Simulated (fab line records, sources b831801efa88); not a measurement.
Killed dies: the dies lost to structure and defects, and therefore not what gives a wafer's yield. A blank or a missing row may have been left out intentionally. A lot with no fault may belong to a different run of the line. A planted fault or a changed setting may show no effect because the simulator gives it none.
Comparing a struck lot with a sound one / flow sky130 / 16 steps out of a route of 708
Sound: wafers L219.1, L219.2, L219.6. Struck: wafers L214.1, L214.2, L214.6. The cause comes at the end.
At each step with rows: each side's tool, then ch and its chambers, then its first start. Under that, the readings that differ: sound wafers / struck wafers / difference of the means / sigmas: that difference in standard deviations of wafers without a fault.
alike: readings with means less than 2 such deviations apart, plus words and numbers identical on both sides. not compared: withheld readings, readings lacking a value on some wafer, bounds such as >300 that could conceal the same value, and numbers that have no deviation in the record and whose values overlap.
Wherever a step has rows on one side only, a row that says differs or no value, or a row with sigmas, the two part there. Numbers that have no deviation but don't overlap get no sigmas and don't part them. A reading missing from all wafers of one side parts the sides only when that side holds two or more wafers.

SKY_NWELL_RS_MEAS_29: uses a four-point probe to measure.
  sound on film_metro-01 at day 9 09:25; struck on film_metro-02 at day 8 00:29
  alike: NWELL_RS
SKY_NWELL_RS_MEAS_31: uses a four-point probe to measure.
  sound on film_metro-01 at day 9 09:40; struck on film_metro-02 at day 8 00:44
  alike: PWDE_RS
then, 7 steps without rows for these wafers: SKY_VT_ADJUST_HVTP_DEHYDRATE_00 (time 60 s); SKY_VT_ADJUST_HVTP_HMDS_01 (prime time 60 s); SKY_VT_ADJUST_HVTP_COAT_02 (resist thk 1140 nm); SKY_VT_ADJUST_HVTP_SOFTBAKE_03 (time 60 s); SKY_VT_ADJUST_HVTP_EXPOSE_04 (exposes mask HVTPM, target cd 380 nm); SKY_VT_ADJUST_HVTP_PEB_05; SKY_VT_ADJUST_HVTP_DEVELOP_06 (develop time 60 s).
SKY_VT_ADJUST_HVTP_CD_MEAS_07: target cd 380 nm.
  sound on cd_sem-02 at day 10 07:14; struck on cd_sem-01 at day 8 21:20
  alike: cd_nm
SKY_VT_ADJUST_HVTP_OVL_MEAS_08:
  sound on overlay-01 at day 10 07:22; struck on overlay-01 at day 8 21:28
  alike: VT_ADJUST_HVTP_OVL
SKY_VT_ADJUST_HVTP_IMPLANT_09:
  sound on implanter-04 ch 0, day 10 07:23; struck on implanter-04 ch 0, day 8 21:49
SKY_VT_ADJUST_HVTP_STRIP_10: strips in O2/N2.
  sound on plasma_asher-04 ch 0,1, day 10 07:32; struck on plasma_asher-03 ch 0,1, day 8 21:58
  alike: drypump_motor_current_A, oes_product_au, strip_time_to_endpoint_s
  not compared: rf_hours_counter_h
SKY_VT_ADJUST_HVTP_TW_MEAS_11:
  sound on film_metro-03 at day 10 07:38; struck on film_metro-04 at day 8 22:04
reading=VT_ADJUST_HVTP_TW; sound=1351 1354 1352; struck=1694 1701 1698; difference=+345; sigmas=+49
then, 1 step without rows for these wafers: SKY_VT_ADJUST_LVTN_DEHYDRATE_00 (time 60 s).
-- record jumps: 40 days separate the struck wafers' starts on either side; left off in module VT_ADJUST_LVTN, taken up again in module PAD_OPEN, whose first shown step is the route's number 708 --
SKY_PAD_OPEN_PROBE_99:
  sound on prober-01 at day 49 18:16; struck on prober-02 at day 48 10:55
reading=model.etest.tip_p.rs_ohm_sq; sound=6892 6843 6836; struck=8984 8996 9024; difference=+2144; sigmas=
reading=model.etest.pfet_01v8.r_on_ohm_um; sound=3028 2911 2971; struck=3691 3577 3689; difference=+682; sigmas=
reading=model.etest.pfet_01v8.drive_ua_um; sound=182.7 191.1 187.6; struck=123.6 129.1 125.1; difference=-61.2; sigmas=
reading=model.etest.pfet_01v8_mvt.drive_ua_um; sound=145.6 150.6 149.5; struck=90.48 93.51 91.67; difference=-56.68; sigmas=
reading=model.etest.pfet_01v8_hvt.drive_ua_um; sound=135.2 141.2 138.6; struck=96.96 100.3 97.4; difference=-40.11; sigmas=
reading=model.etest.sram_pfet_latch.drive_ua_um; sound=134.4 141.2 136.9; struck=94.26 102.8 97.8; difference=-39.21; sigmas=
reading=model.etest.ring_1v8.delay_ps; sound=22.39 21.34 21.59; struck=28.22 27.14 27.99; difference=+6.01; sigmas=
  alike: killed_at_M0_to_M3, killed_at_M4_up, killed_at_contacts, killed_at_front_end, killed_at_other, killed_dies, killed_open, killed_short
  not compared: model.etest.tip_p.rs_ohm_sq_range

## WHERE THEY PART
SKY_VT_ADJUST_HVTP_TW_MEAS_11 only, going by this record. Later steps at which nothing parts them and some readings are alike: SKY_PAD_OPEN_PROBE_99.

WHY: what had been put in by the simulator
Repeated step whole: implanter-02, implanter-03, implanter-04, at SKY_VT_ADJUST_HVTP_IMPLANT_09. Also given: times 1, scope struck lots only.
